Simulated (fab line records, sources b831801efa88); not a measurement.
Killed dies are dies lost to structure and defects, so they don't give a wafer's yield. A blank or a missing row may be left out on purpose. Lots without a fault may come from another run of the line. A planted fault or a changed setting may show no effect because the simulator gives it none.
A struck lot beside a sound one | flow sky130 | 14 steps out of a route of 708
Sound: wafers L501.2, L501.3, L501.6. Struck: wafers L508.3, L508.4, L508.5. The cause comes at the end.
At each step with rows: each side's tool, then ch and its chambers, then its first start. Under that, the readings that differ: sound wafers | struck wafers | difference of the means | sigmas: that difference in standard deviations of wafers without a fault.
alike: readings whose means differ by less than 2 such deviations, and words and numbers that are the same on both sides. not compared: withheld readings, readings that some wafer has no value for, bounds like >300 that may hide the same value, and numbers for which the record gives no deviation and whose values overlap.
The two part at a step that has a row with sigmas, a row that says differs or no value, or rows on one side only. Numbers that don't overlap but have no deviation are shown without sigmas and don't part them. A reading that every wafer of one side lacks parts them only if that side has two wafers or more.

SKY_METAL4_SPUTTER_04: material TiN, target thk 70 nm, time 58.3 s.
  sound on pvd_sputter-01, day 39 18:14; struck on pvd_sputter-01, day 41 22:47
  alike: throttle_valve_pct
SKY_CAP2M_CVD_00: deposits SiO2, target thk 15.5 nm.
  sound on pecvd-03 ch 1,2, day 39 18:17; struck on pecvd-01 ch 0,1, day 41 22:49
  alike: heater_power_outer_w, heater_power_w, rf_fwd_power_W
SKY_CAP2M_THK_MEAS_01:
  sound on film_metro-04, day 39 18:19; struck on film_metro-04, day 41 22:52
  alike: CAP2M_CVD_00_THK
SKY_CAP2M_SPUTTER_02: material TiN, target thk 200 nm, time 166.7 s.
  sound on pvd_sputter-04, day 39 18:22; struck on pvd_sputter-04, day 41 22:55
  alike: substrate_temp_c, throttle_valve_pct
SKY_CAP2M_RS_MEAS_03: measures by four-point-probe.
  sound on film_metro-03, day 39 18:30; struck on film_metro-04, day 41 23:04
  alike: CAP2M_TIN_RS
SKY_CAP2M_THK_MEAS_04: measures by xrf.
  sound on film_metro-03, day 39 18:37; struck on film_metro-04, day 41 23:10
  alike: CAP2M_TIN_THK
then, 6 steps without rows for these wafers: SKY_CAP2M_DEHYDRATE_05 (time 60 s); SKY_CAP2M_HMDS_06 (prime time 60 s); SKY_CAP2M_COAT_07 (resist thk 1140 nm); SKY_CAP2M_SOFTBAKE_08 (time 60 s); SKY_CAP2M_EXPOSE_09 (exposes mask CAP2M, target cd 1000 nm); SKY_CAP2M_PEB_10.
SKY_CAP2M_DEVELOP_11: develop time 60 s.
  sound on litho_track-04 ch 0, day 40 18:40; struck on litho_track-02, day 42 22:05
  no value came back on the struck wafers for chill_plate_temp_C (C), develop_time_s (s), exhaust_pa (Pa); on the sound wafers chill_plate_temp_C (C) reads 23.15 23.02 23.19
SKY_CAP2M_OVL_MEAS_12:
  sound on overlay-01, day 40 18:47; struck on overlay-02, day 42 22:12
  reading        | sound        | struck | difference                    | sigmas
  CAP2M_OVL (nm) | 0.5 0.5 -0.3 | - - -  | no value on the struck wafers |

WHERE THEY PART
First at SKY_CAP2M_DEVELOP_11; last, within this record, at SKY_CAP2M_OVL_MEAS_12.

WHY: what the simulator had put in
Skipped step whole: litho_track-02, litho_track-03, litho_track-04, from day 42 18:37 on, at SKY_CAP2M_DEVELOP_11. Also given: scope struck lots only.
